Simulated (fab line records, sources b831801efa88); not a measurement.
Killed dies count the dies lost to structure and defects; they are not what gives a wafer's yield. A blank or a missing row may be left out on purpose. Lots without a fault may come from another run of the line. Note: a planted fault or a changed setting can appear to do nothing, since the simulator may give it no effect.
Which tool is to blame? || flow sky130 || 7 lots, 21 wafers sampled, at 2 steps of a route of 708

== WHAT THE GAUGES READ, wafer by wafer ==
SKY_SONOS_ONO_THK_MEAS_05.
{"lot": "L218", "measured": "day 11 18:11", "on": "film metro-02", "SONOS_ONO_CVD_04_THK (nm)": "5.56 5.43 5.55"}
{"lot": "L221", "measured": "day 12 20:13", "on": "film metro-02", "SONOS_ONO_CVD_04_THK (nm)": "5.69 5.75 5.64"}
{"lot": "L223", "measured": "day 13 20:32", "on": "film metro-02", "SONOS_ONO_CVD_04_THK (nm)": "5.69 5.74 5.77"}
{"lot": "L226", "measured": "day 15 06:28", "on": "film metro-03", "SONOS_ONO_CVD_04_THK (nm)": "5.70 5.70 5.70"}
{"lot": "L228", "measured": "day 15 15:17", "on": "film metro-03", "SONOS_ONO_CVD_04_THK (nm)": "5.80 5.72 5.63"}
{"lot": "L234", "measured": "day 17 15:35", "on": "film metro-02", "SONOS_ONO_CVD_04_THK (nm)": "7.18 7.28 7.19"}
{"lot": "L236", "measured": "day 18 01:18", "on": "film metro-03", "SONOS_ONO_CVD_04_THK (nm)": "6.93 6.94 6.96"}

== EACH LOT AND THE TOOL THAT RAN IT (in order: tool; ch and the chambers of the sampled wafers; start) ==
{"lot": "L218", "SKY_SONOS_ONO_CVD_04": "lpcvd-03 ch 0, day 11 16:56"}
{"lot": "L221", "SKY_SONOS_ONO_CVD_04": "lpcvd-03 ch 0, day 12 18:56"}
{"lot": "L223", "SKY_SONOS_ONO_CVD_04": "lpcvd-03 ch 0, day 13 19:16"}
{"lot": "L226", "SKY_SONOS_ONO_CVD_04": "lpcvd-03 ch 1, day 15 05:13"}
{"lot": "L228", "SKY_SONOS_ONO_CVD_04": "lpcvd-03 ch 0, day 15 14:02"}
{"lot": "L234", "SKY_SONOS_ONO_CVD_04": "lpcvd-03 ch 0, day 17 14:19"}
{"lot": "L236", "SKY_SONOS_ONO_CVD_04": "lpcvd-03 ch 1, day 18 00:03"}
- SKY_SONOS_ONO_CVD_04: deposits SiO2 from SiH4/N2O, target thk 5.7199 nm.

== THE ANSWER, worked out from the rows above alone ==
Rule: the lots themselves supply what counts as usual. Put in order of their means at a reading, lots are off if they are a third of the lots or fewer, leave a main group of 4 or more, and stand apart from it by a gap of 3 or more times the standard deviation of the main group's means; of several such gaps the widest counts. A main group is skipped when, at the precision printed for the reading in the tables above, its means are all equal. A lot without any number at a reading at which 4 lots or more have one is off too. The other lots that the step has rows for count as sound.
Off: L234, L236, at SKY_SONOS_ONO_THK_MEAS_05 (SONOS_ONO_CVD_04_THK). For the main group the mean is 5.67 nm and the standard deviation 0.08.
If a tool, at a process step before that reading, ran all the lots that are off and no sound lot after the first of them, it fits. Those tools and the gauges at SKY_SONOS_ONO_THK_MEAS_05 are tried in the same way. One fits: lpcvd-03 at SKY_SONOS_ONO_CVD_04. Its last sound lot is L228 (day 15 14:02), its first lot that is off L234 (day 17 14:19): a fault that began between those two fits.

== WHAT THE SIMULATOR PUT IN ==
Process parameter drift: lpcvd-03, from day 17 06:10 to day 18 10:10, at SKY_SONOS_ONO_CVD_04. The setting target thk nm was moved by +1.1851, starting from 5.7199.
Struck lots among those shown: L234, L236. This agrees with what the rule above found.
